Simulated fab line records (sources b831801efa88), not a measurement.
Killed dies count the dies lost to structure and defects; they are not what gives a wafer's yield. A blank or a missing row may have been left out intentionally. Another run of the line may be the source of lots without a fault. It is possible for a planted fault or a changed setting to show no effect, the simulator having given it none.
Which of the tools did it?    flow sky130    route of 708 steps, sampled at 1 step: 11 lots, 33 wafers

## WHAT THE GAUGES SHOWED, per wafer
SKY_METAL5_THK_MEAS_06: measures by xrf.
lot   measured      on            METAL5_ALCU_THK (nm)
L804  day 43 03:29  filmMetro-02  1183 1173 1179
L805  day 43 08:08  filmMetro-04  1201 1193 1187
L806  day 43 11:19  filmMetro-01  1141 1155 1159
L810  day 44 21:35  filmMetro-02  1170 1156 1169
L809  day 44 23:31  filmMetro-04  1196 1178 1179
L815  day 46 15:52  filmMetro-02  1176 1172 1188
L816  day 46 17:58  filmMetro-02  1151 1165 1157
L818  day 46 20:49  filmMetro-01  1170 1166 1169
L819  day 47 00:07  filmMetro-02  1172 1164 1168
L821  day 48 01:28  filmMetro-01  1182 1186 1178
L823  day 48 06:31  filmMetro-01  1156 1170 1163

## EACH LOT AND THE TOOL THAT RAN IT (in order: tool; ch and the chambers of the sampled wafers; start)
The record shows no process step preceding these readings.

## WHAT THE TOOLS THEMSELVES READ (means of the sampled wafers that have a number; where no wafer has one, the mark that the record gives instead)
The record holds no such reading with a usual standard deviation.

## THE ANSWER, worked out from the rows above alone
Rule: the usual values come from the lots themselves. Put in order of their means at a reading, lots are off if they are a third of the lots or fewer, leave a main group of 4 or more, and stand apart from it by a gap of 3 or more times the standard deviation of the main group's means; of several such gaps the widest counts. A main group whose means are all the same, to the digits that the tables above print for the reading, isn't used. Also off: a lot with no number at a reading for which 4 or more lots have one. All remaining lots with rows at the step are treated as sound. First the gauges in route order, then the tools' own readings, where a lot's mean is used as printed above. At the first step where some lot is off, the reading lying furthest off is the one used; lots without a number count as furthest.
Nothing can be told from this: no lot is off at any reading shown.

## WHAT HAD BEEN PUT IN BY THE SIMULATOR
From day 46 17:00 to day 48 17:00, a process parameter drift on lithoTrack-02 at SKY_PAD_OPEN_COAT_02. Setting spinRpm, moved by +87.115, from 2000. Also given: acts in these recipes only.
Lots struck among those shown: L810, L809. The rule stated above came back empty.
